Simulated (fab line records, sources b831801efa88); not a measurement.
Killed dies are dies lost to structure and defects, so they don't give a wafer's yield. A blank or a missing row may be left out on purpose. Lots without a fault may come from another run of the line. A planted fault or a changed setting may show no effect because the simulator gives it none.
Split-lot experiment | flow sfq_line | 5 lots, 23 wafers read, on a route of 325 steps

THE SPLIT
At SFQ_TRILAYER_JJ_CE_LITHO_EXPOSE_115 (exposes mask J5, target cd 700 nm), the setting dose_mj was moved away from the recipe's 14.4 on 5 of the 23 wafers read, by -6.2% to -1.9%. The other wafers ran this setting at the recipe's value.

FROM THE SPLIT TO THE READING: what the file shows between them, 2 steps
- SFQ_TRILAYER_JJ_CE_LITHO_PEB_117: peb time 60 s
- SFQ_TRILAYER_JJ_CE_LITHO_DEVELOP_116: time 60 s

THE READING
cd_nm, in nm, at SFQ_TRILAYER_JJ_CE_METRO_MEASURE_117. Fault-free wafers of this fab line usually give 699.6 nm, standard deviation 1.4 nm.

wafer  | tool, chamber at the split | dose_mj as run | against the recipe | cd_nm, nm | against lot-mates on the recipe
L075.1 | krf_scanner-02, 0          | 13.5           | -6.2%              | 708.0     | +10.6
L075.3 | krf_scanner-02, 0          | 13.5           | -6.2%              | 708.8     | +11.4
L075.4 | krf_scanner-02, 0          | 14.4           | recipe             | 698.1     | -
L075.5 | krf_scanner-02, 0          | 14.4           | recipe             | 696.8     | -
L075.6 | krf_scanner-02, 0          | 14.4           | recipe             | 697.3     | -
L076.1 | krf_scanner-02, 0          | 14.4           | recipe             | 700.1     | -
L076.2 | krf_scanner-02, 0          | 14.4           | recipe             | 701.3     | -
L076.3 | krf_scanner-02, 0          | 14.4           | recipe             | 700.6     | -
L076.5 | krf_scanner-02, 0          | 14.4           | recipe             | 700.7     | -
L076.6 | krf_scanner-02, 0          | 14.4           | recipe             | 702.1     | -
L077.1 | krf_scanner-02, 0          | 14.4           | recipe             | 699.3     | -
L077.2 | krf_scanner-02, 0          | 14.4           | recipe             | 698.0     | -
L077.3 | krf_scanner-02, 0          | 14.4           | recipe             | 700.4     | -
L077.4 | krf_scanner-02, 0          | 14.4           | recipe             | 700.9     | -
L077.6 | krf_scanner-02, 0          | 14.4           | recipe             | 700.0     | -
L080.1 | krf_scanner-01, 0          | 14.4           | recipe             | 700.6     | -
L080.2 | krf_scanner-01, 0          | 14.4           | recipe             | 701.3     | -
L080.3 | krf_scanner-01, 0          | 14.12          | -1.9%              | 704.6     | +3.6
L080.5 | krf_scanner-01, 0          | 14.12          | -1.9%              | 703.0     | +2.0
L080.6 | krf_scanner-01, 0          | 14.12          | -1.9%              | 703.4     | +2.4
L082.3 | krf_scanner-02, 0          | 14.4           | recipe             | 700.8     | -
L082.5 | krf_scanner-02, 0          | 14.4           | recipe             | 700.2     | -
L082.6 | krf_scanner-02, 0          | 14.4           | recipe             | 699.5     | -

THE FIT
A straight line over all 23 wafers: cd_nm changes by -1.41 nm for each +1% of dose_mj; r = -0.89; the points scatter about the line by 1.4 nm.
The same after taking each lot's own level away (the mean of its wafers on the recipe; 23 wafers): -1.73 nm for each +1%; r = -0.97; scatter 0.77 nm.
On that fit, the largest move of dose_mj shifts the reading by 11 nm.
The lots' own levels span 697.40 to 700.96 nm, that is 2.5 times the standard deviation above.
So the lot-to-lot level changes the slope: the two fits differ.
Check: with one of the wafers moved furthest among these (-6.2%) left out of the fit, the line predicts +10.8 nm for it against its lot-mates. It came out at +10.6 nm against them.

OTHER SPLITS ON THESE WAFERS
These wafers also went through other splits before the reading. Each is held against what the fit with the lots' levels taken away leaves over:
other split on the same wafers                  | wafers away from the commonest value | r with cd_nm (lot level and that fit taken away)
SFQ_TRILAYER_JJ_TRILAYER_DEP_SPUTTER_112 time_s | 5                                    | +0.12

THE WHOLE CHAIN: every reading that the file lists as answering this split, in the file's order
step                                 | what it does                                                               | reading                                                   | change (the file's fit)              | r (the file's)
SFQ_TRILAYER_JJ_CE_METRO_MEASURE_117 |                                                                            | cd_nm                                                     | -1.72 nm for each +1% of the setting | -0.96
SFQ_TRILAYER_JJ_CE_BARC_OPEN_RIE_150 | chemistry O2, target BARC, target depth 240 nm, time 80 s                  | JJ.cd_nm (the simulator's own value, which no gauge read) | -1.68 nm for each +1% of the setting | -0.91
SFQ_TRILAYER_JJ_CE_ETCH_RIE_118      | chemistry SF6, target Nb, stops on Al2O3, time 97.7 s, target depth 170 nm | JJ.cd_nm (the simulator's own value, which no gauge read) | -1.49 nm for each +1% of the setting | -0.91

THE FILE'S OWN FIT
cd_nm changes by -1.72 nm for each +1% of dose_mj, r = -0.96.
